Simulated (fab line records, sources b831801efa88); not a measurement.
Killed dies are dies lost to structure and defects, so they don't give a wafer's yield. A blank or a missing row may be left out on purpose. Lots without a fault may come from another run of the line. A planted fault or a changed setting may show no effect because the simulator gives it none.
fab line records | flow sfq_line | part 2 of 2: steps 32 to 44 of 44
record lots=5 wafers=15 last_day=78
route steps=325 shown R5@218 I5@228 C5@240 M6@251
lots that met no fault: from a run of the same line without faults
start_h: hours from the record's first day to the start of the lot's first wafer shown | wait_h: hours since the lot's step before | " the same as in the row above | L1.1+2: a row that stands for several wafers | - no value, or no start given | * or withheld: withheld | < > ~ a bound
route shown NAME@n: a module of which the file shows steps, and the number in the route of the first | usual: mean/standard deviation of fault-free wafers | same: alike in all rows | chamber/n: place in a boat | sites: the reading at each site | _std_site: their standard deviation | _edge_site: outer sites' mean less inner sites' | radius_mm: how far each site lies from the wafer's centre | mask NAME#n: copy n | behind: the tool/chamber that last shaped the wafer | hold: why the lot was held/for how many hours/how that ended | device: the transistor (n, p or np) that didn't switch | end of line: the same wafers' tests at the end of the route | a step without rows: its recipe alone | killed: dies lost to structure and defects at the first sort, not the wafer's yield | map: a wafer's dies, x killed, . not, _ none there
set.NAME: the setting as run; set.NAME@STEP: as run at that earlier step | model.NAME: the simulator's own value behind a step, which no gauge read
lots at some steps of the route; a table a step, a row a wafer
services: from which hour (start_h, from the record's first day; less than 0 if before it) a tool's chamber was out of use, for how many hours, and why
## steps
# step SFQ_TRILAYER_C5_STRIP_STRIP_155
# recipe gas=O2 power_w=200 platen_temp_c=40 overash_fraction=0.65 chemistry=O2 pressure_mtorr=50
# usual drypump_motor_current_A=6.09/0.24 oes_product_au=0.995/0.012
# columns lot.wafer tool chamber start_h wait_h drypump_motor_current_A oes_product_au rf_hours_counter_h
L074.3 rie_metal-04 1 1296.94 - 6.06 0.970 -
L074.4 " 0 " " 5.87 0.991 -
L074.5 " 0 " " 5.89 0.982 -
L077.4 rie_metal-01 1 1325.74 - 6.34 0.993 -
L077.5 " 0 " " 6.19 1.000 -
L077.6 " 1 " " 6.34 1.006 -
L086.1 rie_metal-01 0 1410.49 - 6.17 0.997 72
L086.4 " 1 " " 6.39 1.009 -
L086.5 " 0 " " 6.20 0.991 -
L095.2 rie_metal-01 1 1462.84 - 6.32 1.007 60
L095.3 " 1 " " 6.31 1.010 -
L095.6 " 1 " " 6.33 0.997 -
L096.1 rie_metal-01 0 1467.64 - 6.21 0.993 82
L096.2 " 1 " " 6.35 1.004 61
L096.5 " 1 " " 6.32 1.001 -
# step SFQ_TRILAYER_C5_STRIP_SOLV_CLEAN_156
# recipe chemistry=NMP temp_c=70 time_s=600
# columns lot.wafer tool chamber start_h wait_h
L074.3+4+5 wet_bench-04 2,5,6 1297.34 0.2
L077.4+5+6 wet_bench-02 3,7,0 1326.14 0.2
L086.1+4+5 wet_bench-04 4,1,5 1411.09 0.4
L095.2+3+6 wet_bench-04 7,2,1 1463.44 0.4
L096.1+2+5 wet_bench-04 6,2,5 1468.24 0.4
# step SFQ_TRILAYER_M6_DEP_PRE_CLEAN_158
# recipe gas=Ar time_s=22.5 bias_v=250
# columns lot.wafer tool chamber start_h wait_h
L074.3+4+5 pvd_sputter-03 - 1297.51 0.0
L077.4+5+6 pvd_sputter-03 - 1326.52 0.0
L086.1+4+5 pvd_sputter-04 - 1411.26 0.0
L095.2+3+6 pvd_sputter-06 - 1463.61 0.0
L096.1+2+5 pvd_sputter-06 - 1468.41 0.0
# step SFQ_TRILAYER_M6_DEP_SPUTTER_157
# recipe material=Nb base_pressure_pa=1.33e-06 chamber_pressure_pa=0.1333 substrate_temp_c=20 target_thk_nm=200 power_w=2000 time_s=133.3
# usual throttle_valve_pct=29.7/0.86
# columns lot.wafer tool chamber start_h wait_h throttle_valve_pct
L074.3 pvd_sputter-03 - 1297.54 0.0 31.2
L074.4 " - " " 29.6
L074.5 " - " " 31.4
L077.4 pvd_sputter-03 - 1326.55 0.0 29.9
L077.5 " - " " 30.7
L077.6 " - " " 29.6
L086.1 pvd_sputter-04 - 1411.30 0.0 30.6
L086.4 " - " " 30.2
L086.5 " - " " 30.0
L095.2 pvd_sputter-06 - 1463.64 0.0 29.8
L095.3 " - " " 29.3
L095.6 " - " " 29.6
L096.1 pvd_sputter-06 - 1468.44 0.0 29.5
L096.2 " - " " 30.0
L096.5 " - " " 30.0
# step SFQ_M6_RS_MEAS_938
# recipe thk_meas_gauge=four-point-probe reads=Nb_of_TRILAYER_M6_DEP_SPUTTER_157
# usual M6_NB_RS=0.890/0.011
# columns lot.wafer tool chamber start_h wait_h M6_NB_RS[ohm/sq]
L074.3 film_metro-04 - 1297.67 0.1 0.894
L074.4 " - " " 0.895
L074.5 " - " " 0.902
L077.4 film_metro-01 - 1326.70 0.1 0.889
L077.5 " - " " 0.884
L077.6 " - " " 0.895
L086.1 film_metro-01 - 1411.40 0.1 0.921
L086.4 " - " " 0.906
L086.5 " - " " 0.916
L095.2 film_metro-04 - 1463.75 0.1 0.883
L095.3 " - " " 0.879
L095.6 " - " " 0.881
L096.1 film_metro-03 - 1468.53 0.0 0.886
L096.2 " - " " 0.885
L096.5 " - " " 0.887
# step SFQ_TRILAYER_M6_LITHO_COAT_164
# recipe resist=BARC spin_rpm=3000 resist_thk_nm=62
# columns lot.wafer tool chamber start_h wait_h
L074.3+4+5 litho_track-02 0 1297.91 0.1
L077.4+5+6 litho_track-03 0 1326.97 0.2
L086.1+4+5 litho_track-02 0 1411.58 0.1
L095.2+3+6 litho_track-01 0 1463.96 0.1
L096.1+2+5 litho_track-02 0 1468.71 0.1
# step SFQ_TRILAYER_M6_LITHO_COAT_159
# recipe resist=KrF spin_rpm=3000 resist_thk_nm=600
# columns lot.wafer tool chamber start_h wait_h
L074.3+4+5 litho_track-02 0 1298.21 0.2
L077.4+5+6 litho_track-03 0 1327.27 0.2
L086.1+4+5 litho_track-02 0 1411.88 0.2
L095.2+3+6 litho_track-01 0 1464.26 0.2
L096.1+2+5 litho_track-02 0 1469.01 0.2
# step SFQ_TRILAYER_M6_LITHO_SOFTBAKE_163
# recipe temp_c=withheld time_s=withheld resist=KrF
# columns lot.wafer tool chamber start_h wait_h
L074.3+4+5 litho_track-02 0 1298.46 0.2
L077.4+5+6 litho_track-03 0 1327.50 0.2
L086.1+4+5 litho_track-02 0 1412.18 0.2
L095.2+3+6 litho_track-01 0 1464.54 0.2
L096.1+2+5 litho_track-02 0 1469.31 0.2
# step SFQ_TRILAYER_M6_LITHO_EXPOSE_160
# recipe mask_id=M6 na=0.6 source_shape=conventional sigma_outer=0.65 target_cd_nm=500 dose_mj=14.4
# columns lot.wafer tool chamber start_h wait_h mask
L074.3+4+5 krf_scanner-02 0 1334.12 - M6#0
L077.4+5+6 krf_scanner-02 0 1358.12 - M6#0
L086.1+4+5 krf_scanner-02 0 1423.17 - M6#0
L095.2+3+6 krf_scanner-02 0 1470.13 - M6#0
L096.1+2+5 krf_scanner-02 0 1473.53 - M6#0
# step SFQ_TRILAYER_M6_LITHO_PEB_162
# recipe peb_temp_c=115 peb_time_s=60 resist=KrF
# columns lot.wafer tool chamber start_h wait_h
L074.3+4+5 litho_track-02 0 1334.97 0.7
L077.4+5+6 litho_track-02 0 1359.14 0.8
L086.1+4+5 litho_track-02 0 1424.37 1.0
L095.2+3+6 litho_track-01 0 1471.15 0.8
L096.1+2+5 litho_track-03 0 1474.73 1.0
# step SFQ_TRILAYER_M6_LITHO_DEVELOP_161
# recipe time_s=60 resist=KrF
# columns lot.wafer tool chamber start_h wait_h
L074.3+4+5 litho_track-02 0 1335.12 0.1
L077.4+5+6 litho_track-02 0 1359.29 0.1
L086.1+4+5 litho_track-02 0 1424.52 0.1
L095.2+3+6 litho_track-01 0 1471.30 0.1
L096.1+2+5 litho_track-03 0 1474.88 0.1
# step SFQ_M6_OVL_MEAS_940
# usual M6_OVL=2/7.2
# columns lot.wafer tool chamber start_h wait_h M6_OVL[nm]
L074.3 overlay-02 - 1335.23 0.1 9
L074.4 " - " " 8
L074.5 " - " " 10
L077.4 overlay-01 - 1359.39 0.1 -5
L077.5 " - " " 1
L077.6 " - " " -9
L086.1 overlay-02 - 1424.67 0.1 -10
L086.4 " - " " -12
L086.5 " - " " -11
L095.2 overlay-01 - 1471.43 0.1 11
L095.3 " - " " 0
L095.6 " - " " 2
L096.1 overlay-01 - 1475.03 0.1 5
L096.2 " - " " 3
L096.5 " - " " 15
# step SFQ_TRILAYER_M6_BARC_OPEN_METAL_ETCH_206
# recipe mask_material=PR chemistry=O2 target_depth_nm=125 target=BARC icp_w=600 bias_w=80 pressure_mtorr=10 time_s=41.7
# usual drypump_motor_current_A=6.05/0.29 oes_product_au=0.686/0.0045
# columns lot.wafer tool chamber start_h wait_h drypump_motor_current_A oes_product_au rf_hours_counter_h
L074.3 rie_metal-03 1 1335.28 0.0 6.64 0.681 -
L074.4 " 0 " " 5.93 0.691 -
L074.5 " 0 " " 5.94 0.687 -
L077.4 rie_metal-02 1 1359.43 0.0 5.74 0.692 -
L077.5 " 0 " " 5.55 0.685 -
L077.6 " 1 " " 5.76 0.688 -
L086.1 rie_metal-02 0 1424.71 0.0 5.60 0.683 164
L086.4 " 0 " " 5.55 0.691 -
L086.5 " 1 " " 5.78 0.676 -
L095.2 rie_metal-03 0 1471.48 0.0 5.91 0.687 -
L095.3 " 0 " " 5.92 0.691 -
L095.6 " 0 " " 5.90 0.684 -
L096.1 rie_metal-01 1 1475.06 0.0 6.37 0.690 62
L096.2 " 0 " " 6.20 0.679 83
L096.5 " 1 " " 6.35 0.681 -
## services
# columns tool chamber start_h hours kind
rie_diel-02 3 1113.33 8.9 repair
rie_diel-01 3 1134.59 14.3 repair
rie_diel-01 1 1137.71 2.0 repair
krf_scanner-02 - 1184.35 1.0 pm
krf_scanner-01 - 1193.67 1.3 pm
krf_scanner-02 - 1209.35 1.3 pm
krf_scanner-02 - 1221.45 0.8 pm
krf_scanner-02 - 1223.40 4.0 pm
krf_scanner-02 - 1227.04 0.7 repair
krf_scanner-01 - 1228.57 1.0 pm
rie_metal-01 - 1229.24 0.1 repair
rie_metal-01 0 1229.78 2.9 repair
krf_scanner-02 - 1298.78 2.5 repair
krf_scanner-01 - 1328.72 0.8 pm
krf_scanner-02 - 1352.92 1.0 pm
rie_metal-01 0 1364.50 4.8 repair
krf_scanner-01 - 1369.07 1.3 pm
krf_scanner-01 - 1375.17 1.5 pm
rie_metal-01 - 1383.73 1.4 pm
krf_scanner-02 - 1385.12 1.3 pm
krf_scanner-02 - 1390.02 0.8 pm
krf_scanner-01 - 1395.87 1.0 pm
krf_scanner-02 - 1427.97 3.6 pm
krf_scanner-01 - 1435.95 0.2 repair
